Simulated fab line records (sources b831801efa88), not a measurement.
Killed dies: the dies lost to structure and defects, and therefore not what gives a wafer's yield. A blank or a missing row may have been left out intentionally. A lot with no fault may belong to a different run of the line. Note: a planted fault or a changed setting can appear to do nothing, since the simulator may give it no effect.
Which tool was responsible? | flow sky130 | Sampling: 12 lots, 36 wafers, 5 of 708 route steps

== WHAT THE GAUGES READ, wafer by wafer ==
SKY_SD_N_OVL_MEAS_08.
lot  | measured     | on         | SD_N_OVL (nm)
L191 | day 27 19:55 | overlay-01 | -0.7 -0.5 0.9
L192 | day 28 07:10 | overlay-02 | 3.3 1.3 1.6
L193 | day 29 00:19 | overlay-01 | -2.4 -2.1 -2.6
L194 | day 29 05:37 | overlay-02 | -0.2 1.0 0.3
L196 | day 29 21:26 | overlay-01 | -0.7 -0.4 0.5
L198 | day 30 15:16 | overlay-02 | -0.5 2.6 1.6
L199 | day 30 20:19 | overlay-02 | 2.2 2.1 1.6
L200 | day 31 07:43 | overlay-02 | 4.0 1.2 3.7
L201 | day 31 15:07 | overlay-02 | 2.8 2.2 4.5
L202 | day 32 00:01 | overlay-02 | -0.7 -2.1 -0.5
L205 | day 33 00:58 | overlay-02 | 0.9 2.3 2.2
L211 | day 34 22:16 | overlay-02 | 0.8 1.7 2.5

SKY_SD_N_RS_MEAS_18: a four-point-probe measurement.
lot  | measured     | on            | RES_XHIGH_RS (ohm/sq)
L191 | day 27 20:54 | film-metro-03 | 335.0 334.8 334.4
L192 | day 28 08:07 | film-metro-03 | 333.9 334.9 332.6
L193 | day 29 01:17 | film-metro-04 | 333.0 332.5 333.9
L194 | day 29 06:34 | film-metro-04 | 331.7 333.0 333.0
L196 | day 29 22:25 | film-metro-02 | 332.5 332.5 332.7
L198 | day 30 16:14 | film-metro-03 | 334.5 335.0 334.6
L199 | day 30 21:18 | film-metro-04 | 337.8 334.9 335.7
L200 | day 31 08:41 | film-metro-02 | 331.8 331.6 332.0
L201 | day 31 16:06 | film-metro-04 | 333.5 334.4 334.7
L202 | day 32 00:59 | film-metro-02 | 349.1 332.9 349.5
L205 | day 33 01:57 | film-metro-02 | 334.0 333.1 333.8
L211 | day 34 23:17 | film-metro-04 | 335.7 335.0 335.5

SKY_LI_CONTACT_BOW_MEAS_03.
lot  | measured     | on            | LI_CONTACT_BOW (um)
L191 | day 27 21:33 | film-metro-03 | 65 59 42
L192 | day 28 08:43 | film-metro-02 | 66 48 57
L193 | day 29 01:53 | film-metro-03 | 55 56 55
L194 | day 29 07:10 | film-metro-02 | 56 57 55
L196 | day 29 23:01 | film-metro-02 | 69 52 47
L198 | day 30 16:50 | film-metro-03 | 55 54 58
L199 | day 30 21:54 | film-metro-04 | 54 53 53
L200 | day 31 09:17 | film-metro-04 | 51 51 42
L201 | day 31 16:42 | film-metro-04 | 53 58 58
L202 | day 32 01:35 | film-metro-04 | 55 48 47
L205 | day 33 02:33 | film-metro-04 | 57 65 65
L211 | day 34 23:53 | film-metro-04 | 56 55 66

== EACH LOT AND THE TOOL THAT RAN IT (in order: tool; ch and the chambers of the sampled wafers; start) ==
lot  | SKY_SPACER_ETCHBACK_02             | SKY_RES_XHIGH_IMPLANT_07
L191 | rie-diel-03 ch 0,3, day 22 21:21   | implanter-03 ch 0, day 26 15:19
L192 | rie-diel-01 ch 0,2,3, day 23 09:39 | implanter-01 ch 0, day 27 02:19
L193 | rie-diel-04 ch 0,3, day 24 03:56   | implanter-03 ch 0, day 27 19:31
L194 | rie-diel-04 ch 0,2,3, day 24 10:07 | implanter-04 ch 0, day 28 01:38
L196 | rie-diel-04 ch 0,1,3, day 25 04:28 | implanter-04 ch 0, day 28 17:09
L198 | rie-diel-04 ch 1,2, day 25 22:28   | implanter-04 ch 0, day 29 12:12
L199 | rie-diel-03 ch 2,3, day 26 03:21   | implanter-04 ch 0, day 29 16:26
L200 | rie-diel-03 ch 1,2,3, day 26 14:31 | implanter-03 ch 0, day 30 03:50
L201 | rie-diel-04 ch 0,2,3, day 26 23:59 | implanter-03 ch 0, day 30 11:34
L202 | rie-diel-04 ch 2,3, day 27 07:33   | implanter-03 ch 0, day 30 20:13
L205 | rie-diel-01 ch 1,3, day 28 10:58   | implanter-04 ch 0, day 31 21:47
L211 | rie-diel-01 ch 2,3, day 30 10:13   | implanter-04 ch 0, day 33 20:01
- SKY_SPACER_ETCHBACK_02: etches Si3N4 in CH3F/O2, stops on SiO2, time 46.7 s, target depth 45 nm.
- SKY_RES_XHIGH_IMPLANT_07

== AS READ BY THE TOOLS THEMSELVES (means over the sampled wafers that have a number; for cases with no such wafer, the mark the record gives instead) ==
SKY_SPACER_ETCHBACK_02.
lot  | tool        | drypump-motor-current-A (A) | oes-product-au (a.u.) | throttle-valve-pct (%)
L191 | rie-diel-03 | 6.2                         | 0.845                 | 10.568
L192 | rie-diel-01 | 6.3                         | 0.847                 | 10.557
L193 | rie-diel-04 | 6.2                         | 0.857                 | 10.564
L194 | rie-diel-04 | 5.8                         | 0.850                 | 10.558
L196 | rie-diel-04 | 6.0                         | 0.857                 | 10.563
L198 | rie-diel-04 | 5.5                         | 0.851                 | 10.569
L199 | rie-diel-03 | 5.5                         | 0.858                 | 10.555
L200 | rie-diel-03 | 5.9                         | 0.858                 | 10.561
L201 | rie-diel-04 | 5.8                         | 0.856                 | 10.564
L202 | rie-diel-04 | 5.6                         | 0.857                 | 10.565
L205 | rie-diel-01 | 6.5                         | 0.851                 | 10.566
L211 | rie-diel-01 | 6.5                         | 0.853                 | 10.556

SKY_RES_XHIGH_IMPLANT_07.
lot  | tool         | beam-energy-keV
L191 | implanter-03 | 20.009
L192 | implanter-01 | 19.992
L193 | implanter-03 | 19.996
L194 | implanter-04 | 19.992
L196 | implanter-04 | 19.999
L198 | implanter-04 | 20.005
L199 | implanter-04 | 19.998
L200 | implanter-03 | 19.999
L201 | implanter-03 | 19.995
L202 | implanter-03 | 19.993
L205 | implanter-04 | 20.009
L211 | implanter-04 | 19.999

== THE ANSWER, worked out from the rows above alone ==
Rule: the lots themselves supply what counts as usual. Put in order of their means at a reading, lots are off if they are a third of the lots or fewer, leave a main group of 4 or more, and stand apart from it by a gap of 3 or more times the standard deviation of the main group's means; of several such gaps the widest counts. If all means in a main group match to the digits the tables above print for the reading, that group is not used. A lot without any number at a reading at which 4 lots or more have one is off too. Any other lot the step has rows for is counted as sound. The gauges are gone through in route order, then the tools' own readings, and for those a lot's mean is taken as printed above. The first step at which some lot is off is used, and at that step the reading that is off furthest; a lot without a number counts as furthest.
Off: L202, seen at SKY_SD_N_RS_MEAS_18 (RES_XHIGH_RS). For the main group the mean is 333.9 ohm/sq and the standard deviation 1.3.
If a tool, at a process step before that reading, ran all the lots that are off and no sound lot after the first of them, it fits. Those tools and the gauges at SKY_SD_N_RS_MEAS_18 are tried in the same way. Undecided on this evidence; 2 tools fit (rie-diel-04 at SKY_SPACER_ETCHBACK_02, implanter-03 at SKY_RES_XHIGH_IMPLANT_07).

== WHAT HAD BEEN PUT IN BY THE SIMULATOR ==
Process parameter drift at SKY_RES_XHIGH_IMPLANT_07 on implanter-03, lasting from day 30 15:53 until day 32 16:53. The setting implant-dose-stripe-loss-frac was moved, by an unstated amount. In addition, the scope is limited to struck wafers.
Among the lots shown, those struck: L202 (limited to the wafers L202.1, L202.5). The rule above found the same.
